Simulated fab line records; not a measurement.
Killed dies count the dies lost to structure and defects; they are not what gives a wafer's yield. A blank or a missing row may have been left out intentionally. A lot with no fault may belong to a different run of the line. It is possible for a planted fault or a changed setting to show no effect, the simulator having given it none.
Which of the tools did it? / flow sky130 / 11 lots (33 wafers sampled), 1 step of a 708-step route

WHAT THE GAUGES READ, wafer by wafer
SKY_VIA3_OVL_MEAS_13.
lot=L378; measured=day 39 18:13; on=overlay-02; VIA3_OVL (nm)=0 1 -7
lot=L379; measured=day 40 01:55; on=overlay-01; VIA3_OVL (nm)=-10 4 -5
lot=L380; measured=day 40 06:03; on=overlay-01; VIA3_OVL (nm)=6 -3 -3
lot=L381; measured=day 40 08:35; on=overlay-02; VIA3_OVL (nm)=-1 -6 -1
lot=L383; measured=day 41 12:16; on=overlay-02; VIA3_OVL (nm)=-2 4 -5
lot=L390; measured=day 43 05:32; on=overlay-02; VIA3_OVL (nm)=-4 5 -1
lot=L394; measured=day 44 10:03; on=overlay-01; VIA3_OVL (nm)=7 -4 3
lot=L395; measured=day 44 14:37; on=overlay-01; VIA3_OVL (nm)=-2 -2 -2
lot=L396; measured=day 45 01:00; on=overlay-01; VIA3_OVL (nm)=-1 -5 -14
lot=L397; measured=day 45 03:44; on=overlay-01; VIA3_OVL (nm)=9 5 9
lot=L400; measured=day 45 17:45; on=overlay-01; VIA3_OVL (nm)=2 3 1

WHICH TOOL RAN EACH LOT (tool, then ch and the chambers of the sampled wafers, then the start)
The record shows no process step preceding these readings.

THE ANSWER, worked out from the rows above alone
Rule: usual is defined by the lots themselves. Put in order of their means at a reading, lots are off if they are a third of the lots or fewer, leave a main group of 4 or more, and stand apart from it by a gap of 3 or more times the standard deviation of the main group's means; of several such gaps the widest counts. A main group whose means are all the same, to the digits that the tables above print for the reading, isn't used. Also off: a lot with no number at a reading for which 4 or more lots have one. All remaining lots with rows at the step are treated as sound.
No lot is off at any reading shown: from this, nothing can be told.

WHAT THE SIMULATOR PUT IN
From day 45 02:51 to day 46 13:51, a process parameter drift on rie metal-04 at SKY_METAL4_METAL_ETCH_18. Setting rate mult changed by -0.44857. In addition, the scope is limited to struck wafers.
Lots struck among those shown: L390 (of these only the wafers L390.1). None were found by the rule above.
